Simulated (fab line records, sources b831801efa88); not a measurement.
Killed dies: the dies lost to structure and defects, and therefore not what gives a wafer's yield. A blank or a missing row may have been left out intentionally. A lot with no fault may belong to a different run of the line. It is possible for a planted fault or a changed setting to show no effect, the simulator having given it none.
Struck lot and sound lot, side by side :: flow gf180mcu :: 44 out of 602 route steps
Sound: these wafers, L935.1, L935.3, L935.4. The struck wafers were L945.1, L945.4, L945.6. The cause is named last.
For every step that has rows: the tool of each side, followed by ch and its chambers, followed by its first start. Under that, the readings that differ: sound wafers :: struck wafers :: difference of the means :: sigmas: that difference in standard deviations of wafers without a fault.
alike: readings whose means differ by less than 2 such deviations, and words and numbers that are the same on both sides. not compared: withheld readings, readings that some wafer has no value for, bounds like >300 that may hide the same value, and numbers for which the record gives no deviation and whose values overlap.
Wherever a step has rows on one side only, a row that says differs or no value, or a row with sigmas, the two part there. Numbers that have no deviation but don't overlap get no sigmas and don't part them. A reading missing from all wafers of one side parts the sides only when that side holds two or more wafers.

first, 1 step without rows for these wafers: GF_MVSD_IMPLANT_09.
GF_MVSD_STRIP_10: strips in O2/N2.
  sound on plasma_asher-03 ch 0,1, day 6 01:37; struck on plasma_asher-04 ch 1, day 9 03:46
reading: drypump_motor_current_A (A)
sound: 6.0 5.9 6.0
struck: 5.2 5.2 5.2
difference: -0.8
sigmas: -3
  alike: heater_power_w, oes_product_au, platen_temp_c, strip_time_to_endpoint_s
  not compared: rf_hours_counter_h
GF_MVSD_TW_MEAS_11:
  sound on film_metro-01, day 6 01:43; struck on film_metro-03, day 9 03:52
  alike: MVSD_TW
then, 7 steps without rows for these wafers: GF_MVPSD_DEHYDRATE_00 (time 60 s); GF_MVPSD_HMDS_01 (prime time 60 s); GF_MVPSD_COAT_02 (resist thk 3000 nm); GF_MVPSD_SOFTBAKE_03; GF_MVPSD_EXPOSE_04 (exposes mask MVPSD, target cd 1000 nm); GF_MVPSD_PEB_05; GF_MVPSD_DEVELOP_06 (develop time 60 s).
GF_MVPSD_OVL_MEAS_07:
  sound on overlay-01, day 6 15:40; struck on overlay-01, day 9 21:04
  alike: MVPSD_OVL
after that, 1 step had no rows for these wafers: GF_MVPSD_IMPLANT_08.
GF_MVPSD_IMPLANT_09:
  sound on implanter-03 ch 0, day 6 15:51; struck on implanter-01 ch 0, day 9 21:34
  alike: beam_on_s
GF_MVPSD_STRIP_10: strips in O2/N2.
  sound on plasma_asher-04 ch 0,1, day 6 16:00; struck on plasma_asher-01 ch 0,1, day 9 21:43
  alike: drypump_motor_current_A, heater_power_w, oes_product_au, platen_temp_c, strip_time_to_endpoint_s
  not compared: rf_hours_counter_h
GF_MVPSD_TW_MEAS_11:
  sound on film_metro-01, day 6 16:06; struck on film_metro-04, day 9 22:05
reading: MVPSD_TW
sound: 550.3 553.5 554.8
struck: 575.9 580.3 581.9
difference: +26.5
sigmas: +9
then, 7 steps without rows for these wafers: GF_VT_IMPLANT_DEHYDRATE_00 (time 60 s); GF_VT_IMPLANT_HMDS_01 (prime time 60 s); GF_VT_IMPLANT_COAT_02 (resist thk 1000 nm); GF_VT_IMPLANT_SOFTBAKE_03 (time 60 s); GF_VT_IMPLANT_EXPOSE_04 (exposes mask LVPWELL LV AREA, target cd 600 nm); GF_VT_IMPLANT_PEB_05; GF_VT_IMPLANT_DEVELOP_06 (develop time 60 s).
GF_VT_IMPLANT_OVL_MEAS_07:
  sound on overlay-02, day 7 06:46; struck on overlay-02, day 10 15:22
  alike: VT_IMPLANT_OVL
after that, 1 step had no rows for these wafers: GF_VT_IMPLANT_IMPLANT_08.
GF_VT_IMPLANT_STRIP_09: strips in O2/N2.
  sound on plasma_asher-04 ch 0,1, day 7 06:58; struck on plasma_asher-04 ch 0,1, day 10 15:34
  alike: drypump_motor_current_A, heater_power_w, oes_product_au, platen_temp_c, strip_time_to_endpoint_s
  not compared: rf_hours_counter_h
GF_VT_IMPLANT_TW_MEAS_10:
  sound on film_metro-03, day 7 07:04; struck on film_metro-01, day 10 15:40
  alike: VT_IMPLANT_TW
then, 7 steps without rows for these wafers: GF_VT_IMPLANT_DEHYDRATE_11 (time 60 s); GF_VT_IMPLANT_HMDS_12 (prime time 60 s); GF_VT_IMPLANT_COAT_13 (resist thk 1000 nm); GF_VT_IMPLANT_SOFTBAKE_14 (time 60 s); GF_VT_IMPLANT_EXPOSE_15 (exposes mask Nwell LV AREA, target cd 860 nm); GF_VT_IMPLANT_PEB_16; GF_VT_IMPLANT_DEVELOP_17 (develop time 60 s).
GF_VT_IMPLANT_OVL_MEAS_18:
  sound on overlay-01, day 7 22:19; struck on overlay-01, day 11 08:28
  alike: VT_IMPLANT_01_OVL
after that, 1 step had no rows for these wafers: GF_VT_IMPLANT_IMPLANT_19.
GF_VT_IMPLANT_STRIP_20: strips in O2/N2.
  sound on plasma_asher-04 ch 0,1, day 7 22:30; struck on plasma_asher-04 ch 0,1, day 11 08:40
  alike: drypump_motor_current_A, heater_power_w, oes_product_au, platen_temp_c, strip_time_to_endpoint_s
  not compared: rf_hours_counter_h
GF_VT_IMPLANT_TW_MEAS_21:
  sound on film_metro-02, day 7 22:36; struck on film_metro-02, day 11 08:46
  alike: VT_IMPLANT_2_TW
then, 5 steps without rows for these wafers: GF_VT_IMPLANT_DEHYDRATE_22 (time 60 s); GF_VT_IMPLANT_HMDS_23 (prime time 60 s); GF_VT_IMPLANT_COAT_24 (resist thk 1000 nm); GF_VT_IMPLANT_SOFTBAKE_25 (time 60 s); GF_VT_IMPLANT_EXPOSE_26 (exposes mask LVPWELL HV AREA, target cd 860 nm).
GF_VT_IMPLANT_RS_MEAS_49: a four-point-probe measurement.
  sound on film_metro-04, day 9 07:55; struck on film_metro-01, day 13 00:19
reading: MVPSD_RS (ohm/sq)
sound: 1164.9 1167.2 1169.1
struck: 1007.9 1008.6 1008.0
difference: -158.9
sigmas: -59
GF_PASSIVATION_PROBE_99:
  sound wafers here have rows in the record (prober-01, day 30 19:48); struck ones have none

== WHERE THEY PART ==
At GF_MVSD_STRIP_10 first; at GF_PASSIVATION_PROBE_99 last (within this record only).

WHY: whatever the simulator had introduced
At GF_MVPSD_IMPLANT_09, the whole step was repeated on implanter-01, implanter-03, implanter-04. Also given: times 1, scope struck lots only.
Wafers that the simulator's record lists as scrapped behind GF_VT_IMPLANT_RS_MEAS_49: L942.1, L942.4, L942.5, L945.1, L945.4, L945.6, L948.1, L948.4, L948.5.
